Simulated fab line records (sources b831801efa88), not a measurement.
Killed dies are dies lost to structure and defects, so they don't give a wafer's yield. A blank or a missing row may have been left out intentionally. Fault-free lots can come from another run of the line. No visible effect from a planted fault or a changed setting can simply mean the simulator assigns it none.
What tool caused it? | flow sky130 | at 1 step of a route of 708, 12 lots with 36 wafers sampled

## WHAT THE GAUGES READ, wafer by wafer
SKY_NWELL_THK_MEAS_02. Usual: for NWELL_OXIDATION_THK the level is 10.02 nm and the standard deviation is 0.18.
lot  | measured    | on            | NWELL_OXIDATION_THK (nm) | flag
L200 | day 2 21:07 | film metro-04 | 9.91 10.00 10.24         |
L201 | day 3 03:39 | film metro-02 | 9.96 9.79 9.87           |
L211 | day 5 07:28 | film metro-04 | 9.93 9.97 9.84           |
L213 | day 5 17:43 | film metro-01 | 10.00 10.11 9.93         |
L214 | day 5 17:44 | film metro-02 | 10.06 9.94 10.22         |
L215 | day 6 00:26 | film metro-01 | 10.08 9.86 10.12         |
L216 | day 6 06:32 | film metro-04 | 10.01 10.04 10.00        |
L217 | day 6 11:42 | film metro-04 | 10.18 10.14 10.07        |
L219 | day 6 21:04 | film metro-02 | 10.42 10.14 10.36        |
L220 | day 6 23:14 | film metro-04 | 10.09 10.00 9.97         |
L221 | day 7 04:38 | film metro-01 | 10.49 10.27 10.33        |
L222 | day 7 13:05 | film metro-01 | 9.93 9.94 10.04          |

## WHICH TOOL RAN EACH LOT (tool, then ch and the chambers of the sampled wafers, then the start)
The record shows no process step preceding these readings.

## AS READ BY THE TOOLS THEMSELVES (means over the sampled wafers that have a number; for cases with no such wafer, the mark the record gives instead)
The record holds no such reading with a usual standard deviation.

## THE ANSWER, worked out from the rows above alone
Rule: lot off if the mean of its wafers having a number is beyond 3 standard deviations from the usual mean. Also off: a lot with no number at a reading for which 4 or more lots have one. Where the step has rows for the other lots, those lots are counted as sound. The gauges are gone through in route order, then the tools' own readings, and for those a lot's mean is taken as printed above. The first step at which some lot is off is used, and at that step the reading that is off furthest; a lot without a number counts as furthest.
Nothing can be told from this: no lot is off at any reading shown.

## WHAT THE SIMULATOR HAD INSERTED
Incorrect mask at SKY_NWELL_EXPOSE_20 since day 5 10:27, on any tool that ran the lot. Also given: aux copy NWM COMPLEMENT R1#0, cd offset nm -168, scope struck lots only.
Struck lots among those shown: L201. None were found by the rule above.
